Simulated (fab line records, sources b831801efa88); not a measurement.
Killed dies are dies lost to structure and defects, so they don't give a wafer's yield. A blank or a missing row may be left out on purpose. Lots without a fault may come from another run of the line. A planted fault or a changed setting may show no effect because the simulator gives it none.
Which tool did it? | flow gf180mcu | 13 lots, 39 wafers sampled, at 5 steps of a route of 602

WHAT THE GAUGES READ, wafer by wafer
GF_V3_THK_MEAS_01. Usual: V3_CVD_00_THK 584 nm, standard deviation 7.3.
lot  | measured     | on            | V3_CVD_00_THK (nm) | flag
L744 | day 21 23:39 | film_metro-02 | 576 586 588        |
L745 | day 22 04:16 | film_metro-02 | 588 576 588        |
L747 | day 23 03:28 | film_metro-01 | 587 584 586        |
L748 | day 23 10:22 | film_metro-01 | 583 581 584        |
L749 | day 24 02:19 | film_metro-01 | 572 565 566        |
L751 | day 24 09:51 | film_metro-02 | 582 580 581        |
L757 | day 26 09:42 | film_metro-01 | 592 590 591        |
L759 | day 26 22:47 | film_metro-02 | 585 592 577        |
L760 | day 27 04:46 | film_metro-02 | 593 577 593        |
L761 | day 27 21:40 | film_metro-02 | 582 575 582        |
L762 | day 28 01:22 | film_metro-03 | 593 588 593        |
L763 | day 28 01:59 | film_metro-03 | 584 585 582        |
L764 | day 28 07:33 | film_metro-02 | 596 594 599        |

GF_V4_THK_MEAS_01. Usual: V4_CVD_00_THK 599 nm, standard deviation 6.9.
lot  | measured     | on            | V4_CVD_00_THK (nm) | flag
L744 | day 24 02:56 | film_metro-01 | 591 591 597        |
L745 | day 24 05:29 | film_metro-01 | 595 601 599        |
L747 | day 25 03:54 | film_metro-04 | 594 596 597        |
L748 | day 25 08:44 | film_metro-01 | 598 600 594        |
L749 | day 25 23:49 | film_metro-04 | 590 595 601        |
L751 | day 26 07:23 | film_metro-04 | 588 584 584        |
L757 | day 28 05:46 | film_metro-01 | 592 592 893        | OFF
L759 | day 28 17:45 | film_metro-04 | 890 590 887        | OFF
L760 | day 29 00:14 | film_metro-04 | 604 598 609        |
L761 | day 29 16:25 | film_metro-02 | 614 604 618        |
L762 | day 29 20:14 | film_metro-04 | 602 601 602        |
L763 | day 29 21:01 | film_metro-02 | 609 599 601        |
L764 | day 30 01:50 | film_metro-02 | 599 603 604        |

WHICH TOOL RAN EACH LOT (tool, then ch and the chambers of the sampled wafers, then the start)
lot  | GF_V3_CVD_02                    | GF_V3_CVD_23                  | GF_V4_CVD_00
L744 | pecvd-04 ch 0,1, day 21 23:42   | cvd_w-02 ch 0,1, day 23 01:04 | hdpcvd-02 ch 0,1,2, day 24 02:52
L745 | pecvd-04 ch 0,1,2, day 22 04:19 | cvd_w-02 ch 0,1, day 23 05:44 | hdpcvd-02 ch 0,1,2, day 24 05:25
L747 | pecvd-03 ch 0,1,2, day 23 03:32 | cvd_w-01 ch 0,1, day 24 03:24 | hdpcvd-02 ch 0,2, day 25 03:50
L748 | pecvd-03 ch 0,1, day 23 10:25   | cvd_w-02 ch 0,1, day 24 08:39 | hdpcvd-01 ch 0,1, day 25 08:40
L749 | pecvd-01 ch 0,1,2, day 24 02:23 | cvd_w-01 ch 0,1, day 25 01:24 | hdpcvd-02 ch 0,1, day 25 23:45
L751 | pecvd-03 ch 0,1,2, day 24 09:55 | cvd_w-01 ch 0,1, day 25 08:35 | hdpcvd-02 ch 1,2, day 26 07:19
L757 | pecvd-04 ch 0,2, day 26 09:46   | cvd_w-02 ch 0,1, day 27 07:56 | hdpcvd-02 ch 0,1,2, day 28 05:42
L759 | pecvd-01 ch 0,1, day 26 22:51   | cvd_w-02 ch 0,1, day 27 20:50 | hdpcvd-02 ch 0,2, day 28 17:38
L760 | pecvd-01 ch 0,1,2, day 27 04:49 | cvd_w-02 ch 0,1, day 28 02:59 | hdpcvd-01 ch 0,1,2, day 29 00:09
L761 | pecvd-04 ch 1,2, day 27 21:43   | cvd_w-01 ch 0,1, day 28 19:02 | hdpcvd-01 ch 1,2, day 29 16:19
L762 | pecvd-04 ch 1,2, day 28 01:25   | cvd_w-01 ch 0,1, day 28 22:46 | hdpcvd-01 ch 1,2, day 29 20:09
L763 | pecvd-01 ch 0,1,2, day 28 02:02 | cvd_w-01 ch 0,1, day 28 23:36 | hdpcvd-01 ch 0,1,2, day 29 20:56
L764 | pecvd-01 ch 0,1, day 28 07:37   | cvd_w-01 ch 0,1, day 29 04:41 | hdpcvd-01 ch 0,2, day 30 01:46
- GF_V3_CVD_02: deposits SiO2 from TEOS, target thk 850 nm, time 94.851 s.
- GF_V3_CVD_23: deposits W, target thk 350 nm, time 104.9 s.
- GF_V4_CVD_00: deposits SiO2, target thk 600 nm, time 100 s.

WHAT THE TOOLS THEMSELVES READ (means of the sampled wafers that have a number; where no wafer has one, the mark that the record gives instead)
GF_V3_CVD_02. Usual: heater_power_w 614 W, standard deviation 62.
lot  | tool     | heater_power_w (W) | flag
L744 | pecvd-04 | 684                |
L745 | pecvd-04 | 609                |
L747 | pecvd-03 | 579                |
L748 | pecvd-03 | 550                |
L749 | pecvd-01 | 635                |
L751 | pecvd-03 | 617                |
L757 | pecvd-04 | 611                |
L759 | pecvd-01 | 597                |
L760 | pecvd-01 | 582                |
L761 | pecvd-04 | 633                |
L762 | pecvd-04 | 653                |
L763 | pecvd-01 | 624                |
L764 | pecvd-01 | 613                |

GF_V3_CVD_23. Usual: heater_power_w 898 W, standard deviation 130.
lot  | tool     | heater_power_w (W) | flag
L744 | cvd_w-02 | 906                |
L745 | cvd_w-02 | 878                |
L747 | cvd_w-01 | 975                |
L748 | cvd_w-02 | 888                |
L749 | cvd_w-01 | 860                |
L751 | cvd_w-01 | 961                |
L757 | cvd_w-02 | 893                |
L759 | cvd_w-02 | 901                |
L760 | cvd_w-02 | 906                |
L761 | cvd_w-01 | 978                |
L762 | cvd_w-01 | 852                |
L763 | cvd_w-01 | 976                |
L764 | cvd_w-01 | 856                |

GF_V4_CVD_00. Usual: sih4_flow_sccm 60.00 sccm, standard deviation 0.18.
lot  | tool      | sih4_flow_sccm (sccm) | flag
L744 | hdpcvd-02 | 59.89                 |
L745 | hdpcvd-02 | 60.14                 |
L747 | hdpcvd-02 | 60.04                 |
L748 | hdpcvd-01 | 59.89                 |
L749 | hdpcvd-02 | 59.82                 |
L751 | hdpcvd-02 | 59.98                 |
L757 | hdpcvd-02 | 69.93                 | OFF
L759 | hdpcvd-02 | 79.94                 | OFF
L760 | hdpcvd-01 | 60.07                 |
L761 | hdpcvd-01 | 59.79                 |
L762 | hdpcvd-01 | 60.30                 |
L763 | hdpcvd-01 | 60.02                 |
L764 | hdpcvd-01 | 60.03                 |

THE ANSWER, worked out from the rows above alone
Rule: a lot is off if the mean of its wafers that have a number lies more than 3 standard deviations from the usual mean. A lot without any number at a reading at which 4 lots or more have one is off too. The other lots that the step has rows for count as sound. The gauges are gone through in route order, then the tools' own readings, and for those a lot's mean is taken as printed above. The first step at which some lot is off is used, and at that step the reading that is off furthest; a lot without a number counts as furthest.
Off: L757, L759, at GF_V4_THK_MEAS_01 (V4_CVD_00_THK).
A tool fits if, at a process step before that reading, it ran every lot that is off, and no sound lot after the first of them. The gauges at GF_V4_THK_MEAS_01 aren't tried: what is off there is off at GF_V4_CVD_00 too, on other tools, and a gauge's error can't cause that. One fits: hdpcvd-02 at GF_V4_CVD_00. Its last sound lot is L751 (day 26 07:19), its first lot that is off L757 (day 28 05:42): a fault that began between those two fits.
The tool's own readings at GF_V4_CVD_00 bear it out: on the lots that are off they differ by more than 5 times the standard deviation of the sound lots' means. sih4_flow_sccm reads 74.94 sccm there against 60.00 sccm on the sound lots.

WHAT THE SIMULATOR HAD PUT IN
Process parameter drift: hdpcvd-02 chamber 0, from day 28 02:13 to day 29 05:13, at GF_V4_CVD_00. Setting sih4_flow_sccm, moved by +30, from 60. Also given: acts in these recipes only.
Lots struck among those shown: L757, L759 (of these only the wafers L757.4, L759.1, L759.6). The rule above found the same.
